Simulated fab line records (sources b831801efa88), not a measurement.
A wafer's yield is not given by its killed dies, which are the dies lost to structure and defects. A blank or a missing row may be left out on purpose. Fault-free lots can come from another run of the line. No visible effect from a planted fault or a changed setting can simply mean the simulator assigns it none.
Matching of chambers | flow sky130 | SKY_CAP2M_CVD_00 on pecvd-03 has 3 sister chambers
The step deposits SiO2, target thk 15.5 nm. 14 wafers are shown with their chamber, then 7 later ones without.

== WAFERS, EACH WITH ITS CHAMBER ==
wafer  | chamber | heater power w (W) | heater power outer w (W)
L075.2 | 1       | 815                | 379
L075.3 | 2       | 673                | 394
L075.4 | 2       | 661                | 404
L076.3 | 0       | 822                | 504
L076.4 | 1       | 893                | 438
L076.6 | 2       | 606                | 348
L079.2 | 2       | 693                | 415
L079.5 | 2       | 681                | 434
L079.6 | 0       | 802                | 487
L082.1 | 0       | 795                | 479
L082.3 | 1       | 834                | 414
L082.4 | 2       | 622                | 362
L086.1 | 0       | 800                | 488
L086.4 | 1       | 857                | 452

SIGNATURES (averages over the wafers above)
reading              | chamber 0 | chamber 1 | chamber 2 | scatter within a chamber
heater power w       | 804.75    | 849.75    | 656.00    | 29.8
heater power outer w | 489.50    | 420.75    | 392.83    | 28.1
Rule: for a wafer and a chamber, the distance is found by dividing, reading by reading, the gap between the wafer's reading and the chamber's mean by the reading's scatter, squaring, summing and taking the root. The wafer belongs to the nearest chamber; if the next one is less than 2 further off, it can't be placed. How the scatter is found: for the shown wafers, subtract from each reading the mean of its chamber, square and add these, divide the total by (wafers less chambers), then take the root.

== WAFERS WITHOUT THEIR CHAMBER ==
wafer  | heater power w (W) | heater power outer w (W)
L086.5 | 882                | 453
L087.3 | 780                | 495
L087.4 | 672                | 398
L087.5 | 833                | 376
L088.1 | 619                | 365
L088.2 | 743                | 357
L088.5 | 752                | 444

== WHICH CHAMBER EACH WENT THROUGH ==
wafer  | from the rows above          | in truth
L086.5 | can't be placed: 1 or 0      | 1
L087.3 | 0                            | 0
L087.4 | 2                            | 2
L087.5 | 1                            | 1
L088.1 | 2                            | 2
L088.2 | can't be placed: 2 or 1 or 0 | 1
L088.5 | can't be placed: 0 or 1 or 2 | 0
Placed correctly: 4 of 7. Unplaceable from these rows: 3, with the true chamber sitting among the candidates in 3. Number placed wrongly: 0.
